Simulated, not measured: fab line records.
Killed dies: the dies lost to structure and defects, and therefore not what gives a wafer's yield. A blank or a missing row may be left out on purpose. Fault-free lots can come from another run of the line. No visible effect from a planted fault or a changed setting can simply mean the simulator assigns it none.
Which tool was responsible?    flow gf180mcu    6 lots, 18 wafers sampled, at 4 steps of a route of 602

== WHAT THE GAUGES SHOWED, per wafer ==
GF_M4_OVL_MEAS_15.
lot   measured      on          M4_OVL (nm)
L953  day 24 16:15  overlay-01  1 0 -2
L955  day 25 07:06  overlay-02  3 -5 2
L959  day 26 19:37  overlay-02  -2 1 12
L962  day 27 12:36  overlay-02  1 4 0
L970  day 29 21:08  overlay-02  -1 3 -2
L971  day 30 12:04  overlay-02  2 3 7

== EACH LOT AND THE TOOL THAT RAN IT (in order: tool; ch and the chambers of the sampled wafers; start) ==
lot   GF_V2_CVD_02                     GF_V3_SPUTTER_21              GF_V3_CMP_26
L953  pecvd-03 ch 0,1, day 20 15:14    pvd sputter-01, day 23 17:41  cmp-02 ch 1,2, day 23 18:04
L955  pecvd-02 ch 0,1,2, day 21 06:04  pvd sputter-03, day 24 08:07  cmp-02 ch 0,3, day 24 08:30
L959  pecvd-04 ch 0,1,2, day 23 00:44  pvd sputter-03, day 25 22:11  cmp-02 ch 1,2,3, day 25 22:40
L962  pecvd-02 ch 1,2, day 23 17:58    pvd sputter-03, day 26 15:50  cmp-01 ch 0,1,3, day 26 16:19
L970  pecvd-02 ch 0,1, day 26 09:45    pvd sputter-02, day 29 01:35  cmp-02 ch 0,1,3, day 29 02:01
L971  pecvd-02 ch 1,2, day 27 01:07    pvd sputter-01, day 29 16:45  cmp-02 ch 0,2,3, day 29 17:11
- GF_V2_CVD_02: deposits SiO2 from TEOS, target thk 850 nm, time 94.851 s.
- GF_V3_SPUTTER_21: material Ti, target thk 15 nm, time 80.02 s.
- GF_V3_CMP_26: polishes, stops on SiO2, t overpolish 15 s, target thk 0 nm.

== THE ANSWER, worked out from the rows above alone ==
Rule: what is usual is taken from the lots themselves. The widest of any qualifying gaps counts: lots, ordered by their means at a reading, are off when they make up no more than a third of the lots, leave a main group of 4 or more, and stand apart from it by 3 or more times the standard deviation of that group's means. Not used: any main group whose means are identical at the precision the tables above print for the reading. Also off: a lot with no number at a reading for which 4 or more lots have one. All remaining lots with rows at the step are treated as sound.
None of the lots is off at any reading shown; this tells nothing.

== WHAT HAD BEEN PUT IN BY THE SIMULATOR ==
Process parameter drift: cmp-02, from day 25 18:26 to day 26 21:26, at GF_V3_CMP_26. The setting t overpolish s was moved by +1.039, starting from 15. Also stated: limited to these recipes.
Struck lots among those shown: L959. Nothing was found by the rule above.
